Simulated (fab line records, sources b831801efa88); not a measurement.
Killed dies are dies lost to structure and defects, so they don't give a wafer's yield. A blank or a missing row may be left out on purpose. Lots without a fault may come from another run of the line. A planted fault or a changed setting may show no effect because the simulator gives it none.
Which tool did it? | flow sky130 | 13 lots, 39 wafers sampled, at 4 steps of a route of 708

WHAT THE GAUGES READ, wafer by wafer
SKY_LDD_P_CD_MEAS_07: target cd 380 nm.
lot  | measured     | on        | cd_nm (nm)
L168 | day 18 15:43 | cd_sem-01 | 378.1 381.5 381.6
L169 | day 19 04:57 | cd_sem-01 | 379.4 377.3 379.4
L171 | day 19 12:26 | cd_sem-01 | 381.8 380.7 380.7
L172 | day 20 04:19 | cd_sem-02 | 381.9 379.5 381.0
L174 | day 21 20:36 | cd_sem-02 | 379.7 379.6 377.7
L175 | day 21 21:59 | cd_sem-01 | 377.6 375.7 378.1
L178 | day 22 18:50 | cd_sem-02 | - - -
L186 | day 25 07:47 | cd_sem-01 | 384.5 382.4 380.8
L187 | day 25 22:13 | cd_sem-01 | 382.2 378.2 381.3
L188 | day 26 02:56 | cd_sem-01 | 380.8 378.7 382.4
L189 | day 26 05:56 | cd_sem-01 | 378.3 375.1 376.9
L190 | day 26 15:40 | cd_sem-01 | 378.5 374.1 374.2
L191 | day 27 01:49 | cd_sem-02 | 375.3 375.1 375.9

SKY_LDD_P_TW_MEAS_11.
lot  | measured     | on            | LDD_P_TW
L168 | day 18 16:07 | film_metro-02 | 639 636 639
L169 | day 19 05:22 | film_metro-03 | 627 633 629
L171 | day 19 12:50 | film_metro-01 | 637 639 637
L172 | day 20 04:41 | film_metro-01 | 640 638 637
L174 | day 21 21:01 | film_metro-03 | 629 629 632
L175 | day 21 22:23 | film_metro-01 | 641 637 637
L178 | day 22 19:14 | film_metro-01 | 30 30 30
L186 | day 25 08:11 | film_metro-03 | 628 630 629
L187 | day 25 22:37 | film_metro-01 | 641 645 644
L188 | day 26 03:20 | film_metro-03 | 634 632 635
L189 | day 26 06:20 | film_metro-03 | 632 630 631
L190 | day 26 16:03 | film_metro-03 | 629 633 634
L191 | day 27 02:13 | film_metro-02 | 639 637 637

SKY_LDD_HVP_TW_MEAS_10.
lot  | measured     | on            | LDD_HVP_TW
L168 | day 21 05:52 | film_metro-01 | 456 458 459
L169 | day 21 19:02 | film_metro-03 | 451 451 449
L171 | day 22 01:39 | film_metro-04 | 463 463 462
L172 | day 22 18:59 | film_metro-03 | 452 451 450
L174 | day 24 08:36 | film_metro-01 | 460 459 459
L175 | day 24 10:23 | film_metro-03 | 455 452 453
L178 | day 25 06:09 | film_metro-01 | 702 703 705
L186 | day 27 17:11 | film_metro-04 | 464 462 462
L187 | day 28 07:25 | film_metro-03 | 456 457 456
L188 | day 28 11:35 | film_metro-01 | 457 458 455
L189 | day 28 14:02 | film_metro-01 | 459 457 459
L190 | day 29 00:08 | film_metro-03 | 450 454 453
L191 | day 29 10:28 | film_metro-04 | 465 464 465

WHICH TOOL RAN EACH LOT (tool, then ch and the chambers of the sampled wafers, then the start)
lot  | SKY_LDD_P_EXPOSE_04
L168 | iline_stepper-02 ch 0, day 18 00:04
L169 | iline_stepper-02 ch 0, day 18 14:39
L171 | iline_stepper-01 ch 0, day 18 21:31
L172 | iline_stepper-02 ch 0, day 19 12:40
L174 | iline_stepper-01 ch 0, day 21 06:12
L175 | iline_stepper-01 ch 0, day 21 07:31
L178 | iline_stepper-02 ch 0, day 22 02:31
L186 | iline_stepper-01 ch 0, day 24 16:16
L187 | iline_stepper-02 ch 0, day 25 08:40
L188 | iline_stepper-02 ch 0, day 25 12:59
L189 | iline_stepper-01 ch 0, day 25 15:37
L190 | iline_stepper-02 ch 0, day 26 00:40
L191 | iline_stepper-02 ch 0, day 26 12:43
- SKY_LDD_P_EXPOSE_04: exposes mask PSDM, target cd 380 nm.

WHAT THE TOOLS THEMSELVES READ (means of the sampled wafers that have a number; where no wafer has one, the mark that the record gives instead)
The record holds no such reading with a usual standard deviation.

THE ANSWER, worked out from the rows above alone
Rule: what is usual is taken from the lots themselves. Put in order of their means at a reading, lots are off if they are a third of the lots or fewer, leave a main group of 4 or more, and stand apart from it by a gap of 3 or more times the standard deviation of the main group's means; of several such gaps the widest counts. A main group whose means are all the same, to the digits that the tables above print for the reading, isn't used. A lot without any number at a reading at which 4 lots or more have one is off too. The other lots that the step has rows for count as sound. The gauges are gone through in route order, then the tools' own readings, and for those a lot's mean is taken as printed above. The first step at which some lot is off is used, and at that step the reading that is off furthest; a lot without a number counts as furthest.
Off: L178, at SKY_LDD_P_CD_MEAS_07 (cd_nm). Without a number there: L178. The main group: mean 379.1 nm, standard deviation 2.2.
A tool fits if, at a process step before that reading, it ran every lot that is off, and no sound lot after the first of them. The gauges at SKY_LDD_P_CD_MEAS_07 aren't tried: what is off there is off at SKY_LDD_P_TW_MEAS_11 too, on other tools, and a gauge's error can't cause that. None of those tried fits.

WHAT THE SIMULATOR HAD PUT IN
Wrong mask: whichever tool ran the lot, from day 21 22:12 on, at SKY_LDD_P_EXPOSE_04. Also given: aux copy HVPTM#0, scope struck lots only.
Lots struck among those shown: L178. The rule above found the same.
